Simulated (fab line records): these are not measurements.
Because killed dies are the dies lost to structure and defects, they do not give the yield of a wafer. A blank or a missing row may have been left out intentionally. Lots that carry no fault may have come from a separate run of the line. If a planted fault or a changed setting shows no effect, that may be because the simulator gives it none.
One fault seen from 2 desks ; flow sky130 ; each desk has only its own numbers; what lay behind them comes last

## THE METROLOGY DESK
What the gauges read, lot by lot, whatever tool the lot ran on: means of the sampled wafers that have a number. Marked OUT: a lot whose mean sits more than 4 standard deviations from the usual mean, which makes it out of limits; the brackets give that distance.
Columns: A = LDD_LDN_OVL at SKY_LDD_LDN_OVL_MEAS_07, usual 1.0 nm; B = LDD_LDN_TW at SKY_LDD_LDN_TW_MEAS_13, usual 1485
lot;first seen here;A;B
L377;day 22 18:04;1.7;1492
L379;day 23 12:47;0.5;1492
L380;day 23 23:56;0.7;1468
L381;day 24 04:01;-0.8;1488
L382;day 24 22:28;1.5;1491
L386;day 26 05:47;-0.6;1478
L390;day 27 21:40;2.8;1473
L391;day 28 04:38;1.1;1470
L392;day 28 10:32;0.0;1473
L394;day 28 20:38;0.4;1470
L395;day 29 07:29;-0.0;1505
L399;day 31 06:19;0.5;1475
L400;day 31 06:23;2.0;1492
This desk found nothing out of limits on any of the 13 lots.

## DESK OF THE TOOL OWNER: litho_track-01
The tool's own readings at SKY_LDD_LDN_DEVELOP_06 (develop time 60 s): means of the sampled wafers that have a number, for each lot that ran on this tool. Marked OUT: a lot whose mean sits more than 4 standard deviations from the usual mean, which makes it out of limits; the brackets give that distance.
Columns: A = developer_temp_C at SKY_LDD_LDN_DEVELOP_06, usual 23.00 C; B = exhaust_pa at SKY_LDD_LDN_DEVELOP_06, usual 45.0 Pa
lot;first seen here;A;B
L377;day 22 17:55;22.92;44.0
L380;day 23 23:48;22.82;45.8
L382;day 24 22:19;22.94;44.8
L390;day 27 21:31;22.24 (-6.3) OUT;45.5
L392;day 28 10:24;22.12 (-7.4) OUT;44.5
L399;day 31 06:10;23.03;46.8
Finding of this desk: L390, L392 out of limits; the first was L390 at day 27 21:31, on developer_temp_C at SKY_LDD_LDN_DEVELOP_06. L377, L380, L382, L399 stayed within limits.

## ALL TOGETHER
On L390, L392, at day 27 21:31, an alarm was possible from the tool owner's desk.
Metrology desk: nothing out of limits seen.
The metrology desk has L390, L392 on record, within its limits.
On litho_track-01, each named lot ran SKY_LDD_LDN_DEVELOP_06.

## WHAT HAD BEEN PUT IN BY THE SIMULATOR
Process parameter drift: litho_track-01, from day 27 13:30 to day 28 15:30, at SKY_LDD_LDN_DEVELOP_06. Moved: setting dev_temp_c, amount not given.
Struck lots among those shown: L390, L392.
How many hours passed from the start of the fault until each desk's first out-of-limits reading: the tool owner's desk, 8.
